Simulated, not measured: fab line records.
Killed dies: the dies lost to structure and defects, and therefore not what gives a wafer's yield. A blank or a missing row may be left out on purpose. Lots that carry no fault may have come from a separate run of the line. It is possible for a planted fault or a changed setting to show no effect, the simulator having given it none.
fab line records ; flow gf180mcu ; part 2 of 2: steps 23 to 32 of 32
record: lots: 5; wafers: 15; last_day: 34
route steps=602 shown VT_IMPLANT@107 MVSD@136 NWELL@137 LVPWELL@138
lots with no fault: from the same line, run without faults
start_h: hours from the record's opening day to when the first of the lot's shown wafers began ; wait_h: time in hours since the lot's previous step ; " as in the row above ; L1.1+2: one row covering several wafers at once ; - value missing, or start not given ; * or withheld: withheld ; < > ~ a bound
route shown NAME@n: NAME is a module with steps in the file, n the number in the route of the first one ; usual: mean/standard deviation of fault-free wafers ; same: alike in all rows ; chamber/n: place in a boat ; sites: per-site readings ; _std_site: standard deviation across them ; _edge_site: the outer-site mean with the inner-site mean subtracted ; radius_mm: how far each site lies from the wafer's centre ; mask NAME#n: copy n ; behind: the last tool/chamber to shape the wafer ; hold: why the lot was held/for how many hours/how that ended ; device: names the non-switching transistor (n, p or np) ; end of line: the same wafers' tests at the end of the route ; a step with no rows: only its recipe ; killed: the dies lost at the first sort to structure and to defects; this is not the yield of the wafer ; map: per-die view of a wafer (x killed, . not killed, _ where there is no die)
set.NAME: the setting that was run; set.NAME@STEP: the one run at that earlier step ; model.NAME: the simulator's own value behind a step, which no gauge read
lots at selected steps of the route; one table per step, one row per wafer
services: a tool's chamber out of use, with start hour (start_h, from the record's first day; less than 0 if before it), hours out, and reason
== steps ==
step: GF_VT_IMPLANT_DEVELOP_39
recipe: develop_time_s: 60; dev_temp_c: 23
usual: exhaust_pa: 45.1/0.86; resist_line_temp_C: 23.01/0.097
lot.wafer;tool;chamber;start_h;wait_h;exhaust_pa;resist_line_temp_C
L075.1;litho_track-04;0;163.62;0.1;43.7;23.09
L075.5;litho_track-04;0;163.62;0.1;44.7;23.10
L075.6;litho_track-04;0;163.62;0.1;44.1;22.95
L080.1;litho_track-04;0;196.77;0.1;45.0;23.06
L080.2;litho_track-04;0;196.77;0.1;45.2;22.78
L080.6;litho_track-04;0;196.77;0.1;44.4;23.01
L086.2;litho_track-04;0;239.99;0.1;45.9;23.25
L086.3;litho_track-04;0;239.99;0.1;44.8;23.09
L086.4;litho_track-04;0;239.99;0.1;46.6;23.12
L087.2;litho_track-03;0;246.02;0.1;44.7;23.18
L087.3;litho_track-03;0;246.02;0.1;44.3;23.05
L087.4;litho_track-03;0;246.02;0.1;44.5;23.06
L096.2;litho_track-03;0;304.02;0.1;44.6;22.93
L096.3;litho_track-03;0;304.02;0.1;44.7;23.03
L096.6;litho_track-03;0;304.02;0.1;44.8;23.00
step: GF_VT_IMPLANT_OVL_MEAS_40
usual: VT_IMPLANT_03_OVL: 1.2/1.4
lot.wafer;tool;chamber;start_h;wait_h;VT_IMPLANT_03_OVL[nm]
L075.1;overlay-02;-;163.77;0.1;-0.8
L075.5;overlay-02;-;163.77;0.1;-0.1
L075.6;overlay-02;-;163.77;0.1;1.4
L080.1;overlay-01;-;196.92;0.1;0.3
L080.2;overlay-01;-;196.92;0.1;2.5
L080.6;overlay-01;-;196.92;0.1;1.5
L086.2;overlay-02;-;240.12;0.1;0.5
L086.3;overlay-02;-;240.12;0.1;0.7
L086.4;overlay-02;-;240.12;0.1;0.4
L087.2;overlay-01;-;246.16;0.1;3.3
L087.3;overlay-01;-;246.16;0.1;3.1
L087.4;overlay-01;-;246.16;0.1;2.5
L096.2;overlay-02;-;304.15;0.1;1.8
L096.3;overlay-02;-;304.15;0.1;2.8
L096.6;overlay-02;-;304.15;0.1;1.7
step: GF_VT_IMPLANT_IMPLANT_41
recipe: species: As; energy_kev: 70; dose_cm2: 1.013e+12; tilt_deg: 7
usual: beam_energy_keV: 70.002/0.02; end_station_pressure_torr: 4.98e-06/2.6e-07
lot.wafer;tool;chamber;start_h;wait_h;beam_energy_keV;end_station_pressure_torr
L075.1;implanter-03;0;163.80;0.0;70.039;4.77e-06
L075.5;implanter-03;0;163.80;0.0;70.021;5.19e-06
L075.6;implanter-03;0;163.80;0.0;70.044;4.6e-06
L080.1;implanter-02;0;196.95;0.0;70.000;5.3e-06
L080.2;implanter-02;0;196.95;0.0;70.011;4.79e-06
L080.6;implanter-02;0;196.95;0.0;70.021;5.52e-06
L086.2;implanter-04;0;240.18;0.0;70.025;4.74e-06
L086.3;implanter-04;0;240.18;0.0;69.954;4.81e-06
L086.4;implanter-04;0;240.18;0.0;70.003;4.65e-06
L087.2;implanter-03;0;246.21;0.0;70.012;4.93e-06
L087.3;implanter-03;0;246.21;0.0;69.986;5.48e-06
L087.4;implanter-03;0;246.21;0.0;70.038;4.78e-06
L096.2;implanter-03;0;304.21;0.0;70.014;4.84e-06
L096.3;implanter-03;0;304.21;0.0;70.009;5.22e-06
L096.6;implanter-03;0;304.21;0.0;69.985;5.06e-06
step: GF_VT_IMPLANT_STRIP_42
recipe: chemistry: O2/N2; power_w: 1400; pressure_mtorr: 1500; platen_temp_c: 250; o2_flow_sccm: 3000; n2_flow_sccm: 300; overash_fraction: 0.5
usual: drypump_motor_current_A: 5.7/0.49; heater_power_w: 351/27; oes_product_au: 0.716/0.0048; strip_time_to_endpoint_s: 12.64/0.045
same: overash_fraction: 0.5
lot.wafer;tool;chamber;start_h;wait_h;drypump_motor_current_A;heater_power_w;oes_product_au;rf_hours_counter_h;strip_time_to_endpoint_s
L075.1;plasma_asher-03;0;163.95;0.1;6.0;339;0.714;38;12.63
L075.5;plasma_asher-03;1;163.95;0.1;4.7;311;0.714;-;12.59
L075.6;plasma_asher-03;0;163.95;0.1;6.0;332;0.719;-;12.62
L080.1;plasma_asher-02;0;197.10;0.1;6.0;378;0.712;8;12.58
L080.2;plasma_asher-02;1;197.10;0.1;5.1;340;0.710;8;12.59
L080.6;plasma_asher-02;1;197.10;0.1;5.1;338;0.714;-;12.61
L086.2;plasma_asher-03;0;240.30;0.1;5.9;332;0.718;46;12.64
L086.3;plasma_asher-03;1;240.30;0.1;4.7;299;0.713;-;12.65
L086.4;plasma_asher-03;0;240.30;0.1;5.9;334;0.713;-;12.62
L087.2;plasma_asher-03;0;246.34;0.1;5.9;342;0.723;47;12.65
L087.3;plasma_asher-03;1;246.34;0.1;4.7;304;0.713;-;12.66
L087.4;plasma_asher-03;0;246.34;0.1;5.9;341;0.716;-;12.63
L096.2;plasma_asher-01;1;304.33;0.1;5.8;352;0.713;65;12.69
L096.3;plasma_asher-01;0;304.33;0.1;6.1;378;0.714;-;12.67
L096.6;plasma_asher-01;1;304.33;0.1;5.8;348;0.706;-;12.65
step: GF_VT_IMPLANT_TW_MEAS_43
usual: VT_IMPLANT_4_TW: 683/6.3
lot.wafer;tool;chamber;start_h;wait_h;VT_IMPLANT_4_TW
L075.1;film_metro-01;-;164.05;0.1;684
L075.5;film_metro-01;-;164.05;0.1;686
L075.6;film_metro-01;-;164.05;0.1;687
L080.1;film_metro-01;-;197.20;0.1;692
L080.2;film_metro-01;-;197.20;0.1;693
L080.6;film_metro-01;-;197.20;0.1;690
L086.2;film_metro-04;-;240.41;0.1;680
L086.3;film_metro-04;-;240.41;0.1;677
L086.4;film_metro-04;-;240.41;0.1;678
L087.2;film_metro-03;-;246.45;0.1;688
L087.3;film_metro-03;-;246.45;0.1;688
L087.4;film_metro-03;-;246.45;0.1;689
L096.2;film_metro-03;-;304.44;0.1;691
L096.3;film_metro-03;-;304.44;0.1;687
L096.6;film_metro-03;-;304.44;0.1;689
step: GF_VT_IMPLANT_CLEAN_44
recipe: chemistry: SC1/SC2; mix: 1:4:20; temp_c: 70; time_s: 150; dry: n2_spin
lot.wafer;tool;chamber;start_h;wait_h
L075.1+5+6;wet_bench-04;3;164.11;0.1
L080.1+2+6;wet_bench-02;3;197.26;0.1
L086.2+3+4;wet_bench-02;0;240.46;0.0
L087.2+3+4;wet_bench-04;0;246.50;0.0
L096.2+3+6;wet_bench-01;2;304.49;0.0
step: GF_VT_IMPLANT_RTA_45
recipe: temp_c: 1050; time_s: 30; ambient: N2
usual: chamber_o2_ppm: 1.998/0.025; lamp_power_pct: 37.2/2.2; wafer_temp_C_max: 1056.4/1.8
lot.wafer;tool;chamber;start_h;wait_h;chamber_o2_ppm;lamp_power_pct;wafer_temp_C_max
L075.1;rtp_anneal-01;0;164.16;0.0;1.980;34.9;1054.2
L075.5;rtp_anneal-01;0;164.16;0.0;2.043;35.0;1054.1
L075.6;rtp_anneal-01;0;164.16;0.0;1.977;34.9;1053.9
L080.1;rtp_anneal-01;0;197.31;0.0;1.984;34.9;1054.3
L080.2;rtp_anneal-01;0;197.31;0.0;1.987;35.0;1055.5
L080.6;rtp_anneal-01;0;197.31;0.0;1.972;34.9;1055.6
L086.2;rtp_anneal-02;0;240.53;0.0;1.995;39.4;1057.4
L086.3;rtp_anneal-02;0;240.53;0.0;1.971;39.4;1057.8
L086.4;rtp_anneal-02;0;240.53;0.0;1.975;39.3;1057.0
L087.2;rtp_anneal-01;0;246.56;0.0;1.956;35.0;1055.9
L087.3;rtp_anneal-01;0;246.56;0.0;1.932;35.0;1054.6
L087.4;rtp_anneal-01;0;246.56;0.0;1.973;35.0;1055.5
L096.2;rtp_anneal-02;0;304.56;0.0;1.980;39.4;1056.3
L096.3;rtp_anneal-02;0;304.56;0.0;1.976;39.4;1056.2
L096.6;rtp_anneal-02;0;304.56;0.0;1.965;39.3;1058.3
step: GF_VT_IMPLANT_RS_MEAS_46
recipe: thk_meas_gauge: four-point-probe
usual: MVSD_RS: 456.6/1.2
lot.wafer;tool;chamber;start_h;wait_h;MVSD_RS[ohm/sq]
L075.1;film_metro-02;-;164.26;0.1;456.5
L075.5;film_metro-02;-;164.26;0.1;458.1
L075.6;film_metro-02;-;164.26;0.1;457.2
L080.1;film_metro-04;-;197.41;0.1;457.2
L080.2;film_metro-04;-;197.41;0.1;457.3
L080.6;film_metro-04;-;197.41;0.1;458.0
L086.2;film_metro-01;-;240.63;0.1;456.3
L086.3;film_metro-01;-;240.63;0.1;456.6
L086.4;film_metro-01;-;240.63;0.1;455.6
L087.2;film_metro-04;-;246.67;0.1;456.8
L087.3;film_metro-04;-;246.67;0.1;455.8
L087.4;film_metro-04;-;246.67;0.1;457.4
L096.2;film_metro-02;-;304.66;0.1;456.4
L096.3;film_metro-02;-;304.66;0.1;454.7
L096.6;film_metro-02;-;304.66;0.1;455.7
step: GF_VT_IMPLANT_RS_MEAS_47
recipe: thk_meas_gauge: four-point-probe
usual: NWELL_RS: 487.7/1.3
lot.wafer;tool;chamber;start_h;wait_h;NWELL_RS[ohm/sq]
L075.1;film_metro-02;-;164.38;0.1;485.9
L075.5;film_metro-02;-;164.38;0.1;486.3
L075.6;film_metro-02;-;164.38;0.1;486.1
L080.1;film_metro-04;-;197.53;0.1;489.3
L080.2;film_metro-04;-;197.53;0.1;488.3
L080.6;film_metro-04;-;197.53;0.1;488.1
L086.2;film_metro-01;-;240.75;0.1;489.2
L086.3;film_metro-01;-;240.75;0.1;487.7
L086.4;film_metro-01;-;240.75;0.1;486.5
L087.2;film_metro-04;-;246.79;0.1;487.5
L087.3;film_metro-04;-;246.79;0.1;485.9
L087.4;film_metro-04;-;246.79;0.1;487.8
L096.2;film_metro-02;-;304.78;0.1;488.2
L096.3;film_metro-02;-;304.78;0.1;486.1
L096.6;film_metro-02;-;304.78;0.1;487.9
step: GF_VT_IMPLANT_RS_MEAS_48
recipe: thk_meas_gauge: four-point-probe
usual: LVPWELL_RS: 1196/3.7
lot.wafer;tool;chamber;start_h;wait_h;LVPWELL_RS[ohm/sq]
L075.1;film_metro-02;-;164.50;0.1;1194
L075.5;film_metro-02;-;164.50;0.1;1197
L075.6;film_metro-02;-;164.50;0.1;1196
L080.1;film_metro-04;-;197.65;0.1;1202
L080.2;film_metro-04;-;197.65;0.1;1193
L080.6;film_metro-04;-;197.65;0.1;1196
L086.2;film_metro-01;-;240.87;0.1;1194
L086.3;film_metro-01;-;240.87;0.1;1192
L086.4;film_metro-01;-;240.87;0.1;1192
L087.2;film_metro-04;-;246.91;0.1;1195
L087.3;film_metro-04;-;246.91;0.1;1201
L087.4;film_metro-04;-;246.91;0.1;1198
L096.2;film_metro-02;-;304.90;0.1;1197
L096.3;film_metro-02;-;304.90;0.1;1191
L096.6;film_metro-02;-;304.90;0.1;1190
== services ==
tool;chamber;start_h;hours;kind
plasma_asher-02;-;108.75;9.0;pm
plasma_asher-02;0;108.75;9.0;vent_cycle
plasma_asher-02;1;108.75;9.0;vent_cycle
plasma_asher-02;0;117.75;-;clean
plasma_asher-02;1;117.75;-;clean
iline_stepper-02;-;139.24;1.7;pm
plasma_asher-03;-;139.74;2.0;repair
wet_bench-02;-;146.68;6.0;repair
iline_stepper-02;0;191.30;-;calibration
implanter-03;-;195.71;2.4;repair
implanter-04;-;202.20;7.9;pm
iline_stepper-02;-;222.55;0.7;repair
iline_stepper-01;-;230.92;1.7;pm
plasma_asher-01;-;244.35;5.9;repair
implanter-02;-;258.83;4.2;repair
iline_stepper-01;-;259.31;3.0;repair
litho_track-01;-;264.54;-;consumable_replace:filter
rtp_anneal-01;-;272.48;3.9;pm
implanter-04;-;284.34;4.0;repair
plasma_asher-03;-;286.62;2.6;repair
implanter-03;-;288.42;2.3;pm
